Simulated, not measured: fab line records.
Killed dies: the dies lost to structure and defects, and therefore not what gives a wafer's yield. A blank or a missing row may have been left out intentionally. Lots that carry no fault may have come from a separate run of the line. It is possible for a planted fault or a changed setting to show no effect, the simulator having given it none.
Split-lot study | flow gf180mcu | on a route of 602 steps: 5 lots, 23 wafers read

## ABOUT THE SPLIT
At GF_NSD_COAT_02 (resist thk 1000 nm), the setting resist-thk-nm was moved away from the recipe's 1000 nm on 5 of the 23 wafers read, by +1.6% to +3.7%. The other wafers ran this setting at the recipe's value.

The reading is taken at the split's own step.

## THE READING
NOVOLAK_of_NSD_COAT_02.thk-nm (the simulator's own value, which no gauge read), in nm, at GF_NSD_COAT_02 (resist thk 1000 nm). The file does not state a usual value for it. Across the 18 wafers here that went through the recipe, the average is 1001.6 nm and the standard deviation 2.6 nm.

wafer  | tool, chamber at the split | resist-thk-nm as run, nm | against the recipe | NOVOLAK_of_NSD_COAT_02.thk-nm, nm | against lot-mates on the recipe
L074.1 | litho-track-02, 0          | 1000                     | recipe             | 1004                              | -
L074.2 | litho-track-02, 0          | 1000                     | recipe             | 1003                              | -
L074.3 | litho-track-02, 0          | 1000                     | recipe             | 1003                              | -
L074.5 | litho-track-02, 0          | 1000                     | recipe             | 998.7                             | -
L074.6 | litho-track-02, 0          | 1000                     | recipe             | 1001                              | -
L075.2 | litho-track-01, 0          | 1000                     | recipe             | 997.4                             | -
L075.4 | litho-track-01, 0          | 1000                     | recipe             | 997.5                             | -
L075.5 | litho-track-01, 0          | 1000                     | recipe             | 996.1                             | -
L082.2 | litho-track-02, 0          | 1000                     | recipe             | 1004                              | -
L082.3 | litho-track-02, 0          | 1000                     | recipe             | 1004                              | -
L082.4 | litho-track-02, 0          | 1000                     | recipe             | 1003                              | -
L082.5 | litho-track-02, 0          | 1000                     | recipe             | 1003                              | -
L082.6 | litho-track-02, 0          | 1000                     | recipe             | 1005                              | -
L083.1 | litho-track-04, 0          | 1000                     | recipe             | 999.7                             | -
L083.2 | litho-track-04, 0          | 1000                     | recipe             | 1001                              | -
L083.3 | litho-track-04, 0          | 1037                     | +3.7%              | 1040                              | +38.8
L083.4 | litho-track-04, 0          | 1000                     | recipe             | 1003                              | -
L083.5 | litho-track-04, 0          | 1037                     | +3.7%              | 1037                              | +35.8
L085.1 | litho-track-04, 0          | 1016                     | +1.6%              | 1018                              | +15.5
L085.2 | litho-track-04, 0          | 1016                     | +1.6%              | 1018                              | +15.5
L085.3 | litho-track-04, 0          | 1000                     | recipe             | 1004                              | -
L085.5 | litho-track-04, 0          | 1000                     | recipe             | 1001                              | -
L085.6 | litho-track-04, 0          | 1016                     | +1.6%              | 1022                              | +19.5

FIT RESULTS
A straight line over all 23 wafers: NOVOLAK_of_NSD_COAT_02.thk-nm changes by +10.2 nm for each +1% of resist-thk-nm; r = +0.98; the points scatter about the line by 2.6 nm.
The same after taking each lot's own level away (the mean of its wafers on the recipe; 23 wafers): +10.2 nm for each +1%; r = +0.99; scatter 1.5 nm.
That fit puts the effect of the largest move of resist-thk-nm on the reading at 38 nm.
From 997.00 to 1003.80 nm: that is the span of the lots' own levels, equal to 2.6 times the standard deviation above.
Consequently the slope shifts little with the lot-to-lot level, the two slopes agreeing.
Check: +36.9 nm against its lot-mates is what the line predicts for one of the wafers moved furthest among these (+3.7%) when that wafer is left out of the fit. It came out at +38.8 nm against them.

## THESE WAFERS: OTHER SPLITS
Note: prior to the reading, these wafers also went through further splits. Each is held against what the fit with the lots' levels taken away leaves over:
other split on the same wafers      | wafers away from the commonest value | r with NOVOLAK_of_NSD_COAT_02.thk-nm (lot level and that fit taken away)
GF_VT_IMPLANT_IMPLANT_30 energy-kev | 11                                   | -0.09
GF_VT_IMPLANT_IMPLANT_41 energy-kev | 8                                    | +0.04
GF_DUAL_GATE_OXIDATION_02 temp-c    | 18                                   | +0.06
GF_DUAL_GATE_STRIP_13 power-w       | 8                                    | -0.09
GF_HV_LDD_DEVELOP_06 develop-time-s | 9                                    | +0.02
GF_HV_LDD_IMPLANT_21 energy-kev     | 5                                    | +0.24
GF_HV_LDD_EXPOSE_28 dose-mj         | 6                                    | +0.10

## THE WHOLE CHAIN: every reading that the file lists as answering this split, in the file's order
step            | what it does       | reading                                                                        | change (the file's fit)              | r (the file's)
GF_NSD_COAT_02  | resist thk 1000 nm | NOVOLAK_of_NSD_COAT_02.thk-nm (the simulator's own value, which no gauge read) | +10.1 nm for each +1% of the setting | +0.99
GF_NSD_STRIP_11 | strips in O2/N2    | strip-time-to-endpoint-s                                                       | withheld for each +1% of the setting | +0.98

## THE FILE'S OWN FIT
NOVOLAK_of_NSD_COAT_02.thk-nm changes by +10.1 nm for each +1% of resist-thk-nm, r = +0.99.
